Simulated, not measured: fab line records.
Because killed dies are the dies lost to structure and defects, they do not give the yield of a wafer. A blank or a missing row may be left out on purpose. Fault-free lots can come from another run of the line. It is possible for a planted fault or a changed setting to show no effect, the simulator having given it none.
Which tool did it? / flow gf180mcu / 7 lots, 21 wafers sampled, at 2 steps of a route of 602

WHAT THE GAUGES READ, wafer by wafer
GF_DUAL_GATE_OVL_MEAS_11.
lot=L709; measured=day 8 20:59; on=overlay-02; DUAL_GATE_OVL (nm)=-0.1 0.4 -0.2
lot=L713; measured=day 10 01:51; on=overlay-02; DUAL_GATE_OVL (nm)=-4.2 -3.2 -3.6
lot=L715; measured=day 11 03:33; on=overlay-02; DUAL_GATE_OVL (nm)=0.4 -0.6 1.0
lot=L717; measured=day 11 12:14; on=overlay-01; DUAL_GATE_OVL (nm)=0.0 -2.6 -0.3
lot=L719; measured=day 11 21:16; on=overlay-01; DUAL_GATE_OVL (nm)=-0.5 1.1 0.9
lot=L721; measured=day 12 11:39; on=overlay-02; DUAL_GATE_OVL (nm)=-0.4 -1.8 -3.3
lot=L726; measured=day 14 00:36; on=overlay-01; DUAL_GATE_OVL (nm)=-0.9 0.5 -1.1

EACH LOT AND THE TOOL THAT RAN IT (in order: tool; ch and the chambers of the sampled wafers; start)
lot=L709; GF_VT_IMPLANT_RTA_45=rtpAnneal-01 ch 0, day 8 01:35
lot=L713; GF_VT_IMPLANT_RTA_45=rtpAnneal-02 ch 0, day 9 05:13
lot=L715; GF_VT_IMPLANT_RTA_45=rtpAnneal-01 ch 0, day 10 03:09
lot=L717; GF_VT_IMPLANT_RTA_45=rtpAnneal-02 ch 0, day 10 12:38
lot=L719; GF_VT_IMPLANT_RTA_45=rtpAnneal-01 ch 0, day 11 00:35
lot=L721; GF_VT_IMPLANT_RTA_45=rtpAnneal-02 ch 0, day 11 14:28
lot=L726; GF_VT_IMPLANT_RTA_45=rtpAnneal-01 ch 0, day 12 21:37
- GF_VT_IMPLANT_RTA_45: time 30 s.

THE ANSWER, worked out from the rows above alone
Rule: what is usual is taken from the lots themselves. The widest of any qualifying gaps counts: lots, ordered by their means at a reading, are off when they make up no more than a third of the lots, leave a main group of 4 or more, and stand apart from it by 3 or more times the standard deviation of that group's means. Not used: any main group whose means are identical at the precision the tables above print for the reading. A lot without any number at a reading at which 4 lots or more have one is off too. Where the step has rows for the other lots, those lots are counted as sound.
Nothing can be told from this: no lot is off at any reading shown.

WHAT THE SIMULATOR HAD PUT IN
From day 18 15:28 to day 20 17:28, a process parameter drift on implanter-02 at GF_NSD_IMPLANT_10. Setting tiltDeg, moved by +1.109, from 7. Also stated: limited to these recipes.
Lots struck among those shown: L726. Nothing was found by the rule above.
